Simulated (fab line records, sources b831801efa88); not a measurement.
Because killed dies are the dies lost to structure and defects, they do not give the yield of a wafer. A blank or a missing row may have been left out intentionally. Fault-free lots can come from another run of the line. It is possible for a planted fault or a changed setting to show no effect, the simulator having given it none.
Problem report, 8D (eight disciplines) form, completed by code -- flow gf180mcu -- the parts of the form that need people (team, actions taken, sign-off) are left out

== 1. THE PROBLEM ==
cd-nm at GF_V3_CD_MEAS_14 reads a mean of 269.0 nm on 1 wafer of 1 lot; wafers without a fault read 259.6 nm with a standard deviation of 1. That puts it +9.4 standard deviations away from the usual mean.
The step: target cd 260 nm.
First seen on wafer L581.5, day 26 11:26, on cd-sem-01. At this step, 36 wafers from 12 lots have a number in the record. Rule for "out", or "out of limits": more than 4 standard deviations from the usual mean. All remaining wafers that have a number are taken as sound.

== 2. WHAT IT IS, WHAT IT ISN'T ==
question,is,is not
which readings at this step,cd-nm,-
which lots,L581,"L571, L573, L574, L576, L577, L578, L579, L591, L592, L593, L594"
which wafers of those lots,L581.5,"L581.3, L581.6"
read on which gauges,cd-sem-01,cd-sem-02
when,from day 26 11:26,"up to then (23 sound wafers); but 12 sound wafers of L591, L592, L593, L594 came after"

== 3. WHAT RULES OUT EACH SUSPECT ==
Counting: a tool at a process step up to the reading stays a suspect if it ran every lot that is out. Sound lots after the first of them don't rule it out here, since some wafers of a struck lot are sound.
- the gauge at GF_V3_CD_MEAS_14: kept. All the wafers that are out were read on cd-sem-01, and no step on other tools shows them out.
- pvd-sputter-01 at GF_M3_SPUTTER_03 (material Ti, target thk 10 nm, time 6.7 s): kept. It ran the lot that is out, L581 (day 24 15:22); its last sound lot up to then is L579 (day 23 18:29).
- cmp-01 at GF_V3_CMP_04 (polishes SiO2): kept. It ran the lot that is out, L581 (day 25 14:08); its last sound lot up to then is L577 (day 24 06:35).
- krf-scanner-02 at GF_V3_EXPOSE_11 (exposes mask Via3, target cd 260 nm): kept. It ran the lot that is out, L581 (day 26 01:19); its last sound lot up to then is L579 (day 25 04:56).
- At GF_V3_CMP_04 on cmp-01, chamber 1 took the sound wafers of the same lots and chamber 0 took the wafers that are out.
Left after counting: pvd-sputter-01 at GF_M3_SPUTTER_03, cmp-01 at GF_V3_CMP_04, krf-scanner-02 at GF_V3_EXPOSE_11, cd-sem-01 at GF_V3_CD_MEAS_14.

== 4. THE CAUSE (what the simulator had put in) ==
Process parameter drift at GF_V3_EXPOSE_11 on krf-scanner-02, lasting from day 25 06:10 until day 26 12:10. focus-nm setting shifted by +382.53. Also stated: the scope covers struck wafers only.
4 suspects survive the count, and this tool is in that group.

== 5. THE EFFECT CHAIN, in route order ==
Each row: a reading where the mean over the struck wafers with a number is more than 3 standard deviations away from the usual. Only readings whose record carries a usual standard deviation are examined. hours: median over the lots of the time between each lot's start at the first step of this table that gives one and its start at this step. sigmas: the change, counted in usual standard deviations.
hours,step,reading,usual,on struck wafers,change,sigmas
0,GF_V3_CD_MEAS_14,cd-nm,259.6 nm,269.0,+9.4,+9.4

== 6. HOW IT WOULD HAVE BEEN CAUGHT EARLIER ==
The first out-of-limits reading at a measuring or inspecting step in this record came at day 26 11:26, 29 hours after the fault's start at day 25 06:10.
Tool readings at GF_V3_EXPOSE_11 with a usual standard deviation given in the record: none out on any struck wafer, hence no alarm at a limit of 4 standard deviations on them.
The start of GF_V3_EXPOSE_11 on krf-scanner-02 came by day 26 11:26 for every one of the lots that are out (1). Had the tool been put on hold then, not one of them would have been saved.
